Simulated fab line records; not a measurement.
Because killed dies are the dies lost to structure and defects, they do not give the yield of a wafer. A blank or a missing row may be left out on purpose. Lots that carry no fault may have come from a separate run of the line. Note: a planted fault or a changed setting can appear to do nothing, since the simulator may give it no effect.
The same fault as seen by 2 desks    flow gf180mcu    each desk has only its own numbers; what lay behind them comes last

FROM THE METROLOGY DESK
Lot by lot, what the gauges showed, no matter which tool ran the lot: averages of those sampled wafers that carry a number. The brackets show how far a lot's mean lies from the usual mean; more than 4 standard deviations puts the lot out of limits, marked OUT.
Columns: A = cd-nm at GF_CONTACT_CD_MEAS_14, usual 219.8 nm; B = CONTACT_OVL at GF_CONTACT_OVL_MEAS_15, usual 2 nm; C = CONTACT_W_RS at GF_CONTACT_RS_MEAS_25, usual 0.383 ohm/sq
lot   first seen here  A      B   C
L506  day 17 11:10     217.6  -2  0.379
L507  day 18 02:56     220.7  2   0.378
L516  day 21 11:13     218.1  1   0.378
L517  day 21 13:06     218.3  4   0.381
L521  day 22 18:54     219.7  4   0.390
L525  day 24 12:43     220.3  2   0.382
Result from this desk: across the 6 lots, nothing is out of limits.

TOOL OWNER'S DESK, cvd-w-01
The tool's own readings at GF_CONTACT_CVD_24 (deposits W, target thk 300 nm, time 90.339 s): means of the sampled wafers that have a number, for each lot that ran on this tool. The brackets show how far a lot's mean lies from the usual mean; more than 4 standard deviations puts the lot out of limits, marked OUT.
Columns: A = heater-power-w at GF_CONTACT_CVD_24, usual 751 W
lot   first seen here  A
L506  day 17 11:53     751
L507  day 18 03:38     743
L521  day 22 19:38     786
L525  day 24 13:24     748
Result from this desk: across the 4 lots, nothing is out of limits.

BROUGHT TOGETHER
Nothing out of limits was seen by the metrology desk.
Nothing out of limits was seen by the tool owner's desk.

WHAT THE SIMULATOR HAD INSERTED
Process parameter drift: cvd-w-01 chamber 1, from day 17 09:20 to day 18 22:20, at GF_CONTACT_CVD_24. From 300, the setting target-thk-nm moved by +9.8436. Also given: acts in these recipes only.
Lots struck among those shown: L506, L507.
